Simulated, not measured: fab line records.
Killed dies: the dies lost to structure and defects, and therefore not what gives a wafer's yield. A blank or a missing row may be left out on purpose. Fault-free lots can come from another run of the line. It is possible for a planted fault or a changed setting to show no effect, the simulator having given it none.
Struck lot and sound lot, side by side + flow gf180mcu + 15 steps out of a route of 602
Sound: the wafers L904.3, L904.5, L904.6. Wafers L909.2, L909.3, L909.4 were the ones struck. The cause is given at the end.
At each step with rows: each side's tool, then ch and its chambers, then its first start. Under that, the readings that differ: sound wafers + struck wafers + difference of the means + sigmas: that difference in standard deviations of wafers without a fault.
alike: a reading whose means differ by less than 2 such deviations, as well as words and numbers matching on both sides. not compared: withheld readings; readings where some wafer has no value; bounds like >300 that might hide an equal value; numbers whose values overlap and for which the record gives no deviation.
The two part at a step that has a row with sigmas, a row that says differs or no value, or rows on one side only. Numbers that don't overlap but have no deviation are shown without sigmas and don't part them. Lack of a reading on every wafer of one side parts them only where that side has two or more wafers.

first, 1 step without rows for these wafers: GF_VT_IMPLANT_IMPLANT_30.
GF_VT_IMPLANT_STRIP_31: strips in O2/N2.
  sound on plasmaAsher-04 ch 0,1, day 7 11:07; struck on plasmaAsher-01 ch 0,1, day 8 23:05
  alike: chamberPressureMTorr, drypumpMotorCurrentA, heaterPowerW, oesProductAu, stripTimeToEndpointS
  not compared: rfHoursCounterH
GF_VT_IMPLANT_TW_MEAS_32:
  sound on filmMetro-01, day 7 11:12; struck on filmMetro-04, day 8 23:11
| reading         | sound       | struck      | difference | sigmas |
|-----------------|-------------|-------------|------------|--------|
| VT_IMPLANT_3_TW | 271 274 273 | 264 265 264 | -8         | -2     |
then, 7 steps without rows for these wafers: GF_VT_IMPLANT_DEHYDRATE_33 (time 60 s); GF_VT_IMPLANT_HMDS_34 (prime time 60 s); GF_VT_IMPLANT_COAT_35 (resist thk 1000 nm); GF_VT_IMPLANT_SOFTBAKE_36 (time 60 s); GF_VT_IMPLANT_EXPOSE_37 (exposes mask Nwell HV AREA, target cd 860 nm); GF_VT_IMPLANT_PEB_38; GF_VT_IMPLANT_DEVELOP_39 (develop time 60 s).
GF_VT_IMPLANT_OVL_MEAS_40:
  sound on overlay-02, day 8 02:59; struck on overlay-02, day 9 16:46
  alike: VT_IMPLANT_03_OVL
after that, 1 step had no rows for these wafers: GF_VT_IMPLANT_IMPLANT_41.
GF_VT_IMPLANT_STRIP_42: strips in O2/N2.
  sound on plasmaAsher-03 ch 0,1, day 8 03:11; struck on plasmaAsher-04 ch 0,1, day 9 16:57
  no value came back on the struck wafers for any of 5 readings (chamberPressureMTorr (mTorr), drypumpMotorCurrentA (A) and others); on the sound wafers chamberPressureMTorr (mTorr) reads 1498.9 1500.0 1498.9
| reading                                        | sound | struck          | difference | sigmas |
|------------------------------------------------|-------|-----------------|------------|--------|
| model.NOVOLAK_of_VT_IMPLANT_COAT_35.thkNm (nm) | 0 0 0 | 999.8 1002 1002 | +1001.3    |        |
  not compared: rfHoursCounterH
GF_VT_IMPLANT_TW_MEAS_43:
  sound on filmMetro-04, day 8 03:16; struck on filmMetro-03, day 9 17:04
  alike: VT_IMPLANT_4_TW
-- here the record skips 22 days between the struck wafers' starts before and after, leaving off in module VT_IMPLANT and picking up in module PASSIVATION (first step shown: number 602 of the route) --
GF_PASSIVATION_PROBE_99:
  the record has rows for the struck wafers here (prober-02, day 31 09:15) and none for the sound ones

## WHERE THEY PART
Earliest at GF_VT_IMPLANT_TW_MEAS_32; latest, in this record, at GF_PASSIVATION_PROBE_99.

WHY: what had been put in by the simulator
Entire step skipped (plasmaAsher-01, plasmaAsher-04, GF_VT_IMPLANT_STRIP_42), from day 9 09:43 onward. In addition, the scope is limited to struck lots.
